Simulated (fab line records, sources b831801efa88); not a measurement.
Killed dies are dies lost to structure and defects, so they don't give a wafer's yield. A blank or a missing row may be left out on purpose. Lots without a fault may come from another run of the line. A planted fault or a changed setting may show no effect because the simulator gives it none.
fab line records | flow sky130
record lots=13 wafers=39 last_day=50
route steps=708 shown POLY_GATE@235 LDD_LDN@301 SD_N@346
lots that met no fault: from a run of the same line without faults
start_h: hours from the record's first day to the start of the lot's first wafer shown | wait_h: hours since the lot's step before | " the same as in the row above | L1.1+2: a row that stands for several wafers | - no value, or no start given | * or withheld: withheld | < > ~ a bound
route shown NAME@n: a module of which the file shows steps, and the number in the route of the first | usual: mean/standard deviation of fault-free wafers | same: alike in all rows | chamber/n: place in a boat | sites: the reading at each site | _std_site: their standard deviation | _edge_site: outer sites' mean less inner sites' | radius_mm: how far each site lies from the wafer's centre | mask NAME#n: copy n | behind: the tool/chamber that last shaped the wafer | hold: why the lot was held/for how many hours/how that ended | device: the transistor (n, p or np) that didn't switch | end of line: the same wafers' tests at the end of the route | a step without rows: its recipe alone | killed: dies lost to structure and defects at the first sort, not the wafer's yield | map: a wafer's dies, x killed, . not, _ none there
set.NAME: the setting as run; set.NAME@STEP: as run at that earlier step | model.NAME: the simulator's own value behind a step, which no gauge read
steps of the route over a sample of lots; a table a step, a row a wafer
services: from which hour (start_h, from the record's first day; less than 0 if before it) a tool's chamber was out of use, for how many hours, and why
## steps
# step SKY_POLY_GATE_THK_MEAS_21
# recipe reads=SiO2_of_POLY_GATE_OXIDATION_20
# usual POLY_GATE_OXIDATION_THK=3.97/0.085
# columns lot.wafer tool chamber start_h wait_h POLY_GATE_OXIDATION_THK[nm]
L343.1 film_metro-04 - 370.78 0.0 3.72
L343.4 " - " " 3.82
L343.5 " - " " 3.85
L344.3 film_metro-03 - 376.50 0.0 4.02
L344.4 " - " " 4.06
L344.5 " - " " 4.02
L345.3 film_metro-04 - 392.49 0.0 4.01
L345.4 " - " " 3.95
L345.6 " - " " 3.91
L347.2 film_metro-03 - 408.60 0.0 3.97
L347.4 " - " " 4.00
L347.6 " - " " 3.97
L348.2 film_metro-04 - 411.40 0.0 3.90
L348.4 " - " " 3.83
L348.5 " - " " 3.93
L349.1 film_metro-04 - 428.40 0.0 4.00
L349.2 " - " " 3.93
L349.3 " - " " 3.99
L352.1 film_metro-02 - 451.63 0.0 3.98
L352.3 " - " " 3.87
L352.5 " - " " 3.98
L359.1 film_metro-04 - 511.08 0.0 4.13
L359.3 " - " " 4.17
L359.4 " - " " 4.11
L360.1 film_metro-03 - 523.88 0.0 4.04
L360.2 " - " " 3.98
L360.5 " - " " 3.91
L363.1 film_metro-02 - 549.33 0.0 4.03
L363.2 " - " " 4.09
L363.4 " - " " 3.98
L364.4 film_metro-04 - 555.51 0.0 3.99
L364.5 " - " " 4.02
L364.6 " - " " 4.01
L365.2 film_metro-04 - 566.83 0.0 3.98
L365.4 " - " " 3.92
L365.6 " - " " 3.99
L366.1 film_metro-03 - 578.83 0.0 3.94
L366.4 " - " " 4.09
L366.5 " - " " 4.02
# step SKY_LDD_LDN_STRIP_12
# recipe chemistry=O2/N2 power_w=1400 pressure_mtorr=1500 platen_temp_c=withheld o2_flow_sccm=3000 n2_flow_sccm=300 overash_fraction=0.5
# usual drypump_motor_current_A=5.7/0.5 o2_flow_sccm=3000/8.1 oes_product_au=0.716/0.0051 strip_time_to_endpoint_s=14.20/0.037
# columns lot.wafer tool chamber start_h wait_h drypump_motor_current_A o2_flow_sccm oes_product_au rf_hours_counter_h strip_time_to_endpoint_s
L343.1 plasma_asher-04 1 523.02 0.1 5.1 2994 0.708 68 14.14
L343.4 " 1 " " 5.1 2998 0.708 - 14.18
L343.5 " 0 " " 5.2 2976 0.705 - 14.16
L344.3 plasma_asher-04 1 528.75 0.1 5.1 2996 0.717 - 14.18
L344.4 " 0 " " 5.2 2992 0.715 - 14.17
L344.5 " 0 " " 5.2 2992 0.715 - 14.13
L345.3 plasma_asher-02 0 546.70 0.1 5.9 2995 0.714 - 14.20
L345.4 " 1 " " 6.0 3015 0.727 - 14.17
L345.6 " 1 " " 6.0 2998 0.712 - 14.23
L347.2 plasma_asher-02 1 561.47 0.1 6.0 2996 0.713 14 14.25
L347.4 " 1 " " 6.0 3006 0.712 - 14.22
L347.6 " 0 " " 5.9 2997 0.707 - 14.18
L348.2 plasma_asher-02 0 565.64 0.1 6.0 2998 0.708 14 14.19
L348.4 " 1 " " 6.0 3004 0.712 - 14.18
L348.5 " 0 " " 6.0 3000 0.706 - 14.19
L349.1 plasma_asher-03 0 581.72 0.1 6.5 3000 0.716 90 14.20
L349.2 " 1 " " 5.9 3000 0.715 90 14.19
L349.3 " 0 " " 6.5 3007 0.714 - 14.19
L352.1 plasma_asher-04 0 603.42 0.1 5.2 3002 0.719 76 14.21
L352.3 " 0 " " 5.2 3009 0.711 - 14.19
L352.5 " 1 " " 5.1 2992 0.720 - 14.16
L359.1 plasma_asher-03 0 660.52 0.1 6.5 3006 0.711 97 14.13
L359.3 " 0 " " 6.5 3007 0.714 - 14.13
L359.4 " 1 " " 5.9 3005 0.711 - 14.17
L360.1 plasma_asher-04 1 671.92 0.1 5.1 3014 0.714 83 14.22
L360.2 " 0 " " 5.2 3005 0.710 83 14.23
L360.5 " 1 " " 5.1 3003 0.716 - 14.22
L363.1 plasma_asher-02 0 697.82 0.1 5.9 2991 0.723 27 14.25
L363.2 " 1 " " 6.0 3011 0.715 27 14.20
L363.4 " 1 " " 6.0 3002 0.713 - 14.21
L364.4 plasma_asher-03 0 704.77 0.1 6.5 2986 0.719 - 14.19
L364.5 " 1 " " 5.9 3003 0.728 - 14.20
L364.6 " 0 " " 6.5 2989 0.717 - 14.20
L365.2 plasma_asher-04 0 713.17 0.1 5.2 3005 0.720 86 14.21
L365.4 " 1 " " 5.1 2996 0.720 - 14.22
L365.6 " 0 " " 5.2 3003 0.721 - 14.25
L366.1 plasma_asher-04 0 725.07 0.1 5.2 2991 0.714 87 14.19
L366.4 " 0 " " 5.2 2984 0.709 - 14.26
L366.5 " 1 " " 5.1 2996 0.705 - 14.23
# step SKY_SD_N_EXPOSE_04
# recipe mask_id=NSDM na=0.6 source_shape=conventional sigma_outer=0.6 polarization=unpolarized target_cd_nm=380 dose_mj=141
# columns lot.wafer tool chamber start_h wait_h mask
L343.1+4+5 iline_stepper-02 0 631.00 - NSDM#0
L344.3+4+5 iline_stepper-01 0 634.82 - NSDM#0
L345.3+4+6 iline_stepper-01 0 651.94 - NSDM#0
L347.2+4+6 iline_stepper-01 0 665.92 - NSDM#0
L348.2+4+5 iline_stepper-01 0 669.56 - NSDM#0
L349.1+2+3 iline_stepper-02 0 684.76 - NSDM_R1#0
L352.1+3+5 iline_stepper-02 0 707.48 - NSDM#0
L359.1+3+4 iline_stepper-01 0 762.66 - NSDM#0
L360.1+2+5 iline_stepper-02 0 772.66 - NSDM#0
L363.1+2+4 iline_stepper-02 0 794.71 - NSDM#0
L364.4+5+6 iline_stepper-01 0 802.22 - NSDM#0
L365.2+4+6 iline_stepper-02 0 810.53 - NSDM#0
L366.1+4+5 iline_stepper-02 0 821.93 - NSDM#0
# step SKY_SD_N_CD_MEAS_07
# recipe target_cd_nm=380
# usual cd_nm=379.7/2.6
# columns lot.wafer tool chamber start_h wait_h cd_nm
L343.1 cd_sem-01 - 645.03 0.1 377.8
L343.4 " - " " 379.5
L343.5 " - " " 378.7
L344.3 cd_sem-02 - 648.67 0.1 375.3
L344.4 " - " " 376.5
L344.5 " - " " 374.9
L345.3 cd_sem-01 - 666.24 0.1 380.5
L345.4 " - " " 379.8
L345.6 " - " " 382.0
L347.2 cd_sem-01 - 679.90 0.1 382.7
L347.4 " - " " 381.7
L347.6 " - " " 380.9
L348.2 cd_sem-02 - 683.21 0.1 381.9
L348.4 " - " " 382.9
L348.5 " - " " 383.0
L349.1 cd_sem-01 - 698.92 0.2 332.1
L349.2 " - " " 335.0
L349.3 " - " " 334.0
L352.1 cd_sem-02 - 721.58 0.1 382.1
L352.3 " - " " 382.5
L352.5 " - " " 381.4
L359.1 cd_sem-02 - 775.08 0.1 380.0
L359.3 " - " " 379.6
L359.4 " - " " 382.0
L360.1 cd_sem-02 - 785.55 0.1 383.5
L360.2 " - " " 381.9
L360.5 " - " " 383.8
L363.1 cd_sem-02 - 808.03 0.1 381.2
L363.2 " - " " 381.5
L363.4 " - " " 382.2
L364.4 cd_sem-02 - 815.31 0.1 378.4
L364.5 " - " " 379.1
L364.6 " - " " 376.9
L365.2 cd_sem-02 - 823.01 0.1 376.7
L365.4 " - " " 376.9
L365.6 " - " " 378.1
L366.1 cd_sem-01 - 834.70 0.1 377.0
L366.4 " - " " 374.7
L366.5 " - " " 373.4
# step SKY_SD_N_STRIP_11
# recipe chemistry=O2/N2 power_w=1400 pressure_mtorr=1500 platen_temp_c=withheld o2_flow_sccm=3000 n2_flow_sccm=300 overash_fraction=0.5
# usual drypump_motor_current_A=5.8/0.47 o2_flow_sccm=2998/8.3 oes_product_au=0.528/0.0042 strip_time_to_endpoint_s=22.56/0.047
# columns lot.wafer tool chamber start_h wait_h drypump_motor_current_A o2_flow_sccm oes_product_au rf_hours_counter_h strip_time_to_endpoint_s
L343.1 plasma_asher-02 0 645.49 0.1 5.9 3001 0.534 21 22.58
L343.4 " 0 " " 6.0 3005 0.526 - 22.56
L343.5 " 1 " " 6.0 2995 0.529 - 22.59
L344.3 plasma_asher-02 0 649.12 0.1 6.0 2987 0.529 - 22.56
L344.4 " 1 " " 6.1 3000 0.534 - 22.55
L344.5 " 0 " " 5.9 2999 0.522 - 22.55
L345.3 plasma_asher-03 1 666.69 0.1 5.9 2978 0.534 - 22.60
L345.4 " 0 " " 6.5 3002 0.529 - 22.59
L345.6 " 1 " " 5.9 2988 0.527 - 22.60
L347.2 plasma_asher-04 0 680.34 0.1 5.2 2994 0.527 83 22.66
L347.4 " 1 " " 5.1 3011 0.529 - 22.67
L347.6 " 1 " " 5.1 2999 0.531 - 22.69
L348.2 plasma_asher-03 0 683.64 0.1 6.6 3003 0.528 100 22.52
L348.4 " 1 " " 5.9 3010 0.522 - 22.54
L348.5 " 0 " " 6.6 3000 0.531 - 22.52
L349.1 plasma_asher-03 0 699.38 0.1 6.5 3002 0.531 101 22.54
L349.2 " 1 " " 5.9 3003 0.529 101 22.46
L349.3 " 1 " " 5.9 2992 0.531 - 22.51
L352.1 plasma_asher-02 0 722.04 0.1 5.9 3003 0.525 29 22.58
L352.3 " 0 " " 5.9 2998 0.525 - 22.52
L352.5 " 0 " " 6.0 3006 0.534 - 22.55
L359.1 plasma_asher-03 1 775.54 0.1 5.9 2998 0.529 3 22.57
L359.3 " 0 " " 6.4 2996 0.525 - 22.55
L359.4 " 1 " " 5.9 3009 0.535 - 22.54
L360.1 plasma_asher-04 0 786.01 0.1 5.2 3003 0.526 93 22.53
L360.2 " 1 " " 5.1 3000 0.519 93 22.56
L360.5 " 0 " " 5.2 2988 0.531 - 22.55
L363.1 plasma_asher-02 1 808.49 0.1 6.0 3008 0.527 38 22.55
L363.2 " 0 " " 5.9 2989 0.526 38 22.51
L363.4 " 0 " " 5.9 2984 0.529 - 22.56
L364.4 plasma_asher-04 0 815.74 0.1 5.2 2992 0.533 - 22.53
L364.5 " 0 " " 5.2 2988 0.530 - 22.53
L364.6 " 1 " " 5.1 2993 0.528 - 22.57
L365.2 plasma_asher-03 1 823.44 0.1 5.9 3007 0.531 8 22.44
L365.4 " 0 " " 6.5 3004 0.528 - 22.46
L365.6 " 1 " " 5.9 3003 0.531 - 22.52
L366.1 plasma_asher-04 0 835.16 0.1 5.2 2993 0.523 98 22.53
L366.4 " 0 " " 5.2 2996 0.527 - 22.54
L366.5 " 1 " " 5.1 2990 0.526 - 22.57
## services
# columns tool chamber start_h hours kind
plasma_asher-04 - 509.31 1.8 repair
plasma_asher-02 - 511.75 2.8 pm
plasma_asher-03 - 523.86 3.9 repair
iline_stepper-02 - 529.72 1.7 pm
plasma_asher-03 - 591.78 4.2 repair
iline_stepper-02 0 636.45 - calibration
iline_stepper-02 - 649.26 10.6 repair
iline_stepper-01 0 653.77 - calibration
iline_stepper-01 - 680.37 1.7 pm
plasma_asher-04 - 681.56 2.1 repair
plasma_asher-03 - 733.75 9.0 pm
plasma_asher-03 0 733.75 9.0 vent_cycle
plasma_asher-03 1 733.75 9.0 vent_cycle
iline_stepper-01 - 738.15 0.9 repair
plasma_asher-03 0 742.75 - clean
plasma_asher-03 1 742.75 - clean
iline_stepper-02 - 747.90 1.7 pm
plasma_asher-04 - 749.36 3.9 repair
iline_stepper-02 - 750.47 2.0 repair
iline_stepper-01 - 752.51 7.0 repair
iline_stepper-02 - 757.99 1.5 repair
## key
first_sign step=SKY_SD_N_EXPOSE_04 reading=mask direction=changed
effect step=SKY_SD_N_CD_MEAS_07 reading=cd_nm direction=down sigmas=17 usual=379.7 struck=333.7
met_at SKY_SD_N_EXPOSE_04
struck_lots L349
sort_left_out L349.1,L349.2,L349.3
tester_left_out L349
not_acting_at SKY_POLY_GATE_THK_MEAS_21,SKY_LDD_LDN_STRIP_12,SKY_SD_N_STRIP_11
onset_between 631.00 684.76
fault kind=wrong_mask tool=any chamber=- onset_h=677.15 steps=SKY_SD_N_EXPOSE_04 aux_copy=NSDM_R1#0 cd_offset_nm=-46 scope=struck_lots_only
# tester_left_out: of these lots the tester's yield and bins aren't shown, on N5 and GAA mostly nor the transistor test; their killed dies are dies lost to structure and defects alone, not to doping, threshold or leakage, so they don't give the yield
# sort_left_out: the simulated sort isn't trusted on such a fault, so these wafers' sort isn't shown, and their yield isn't known
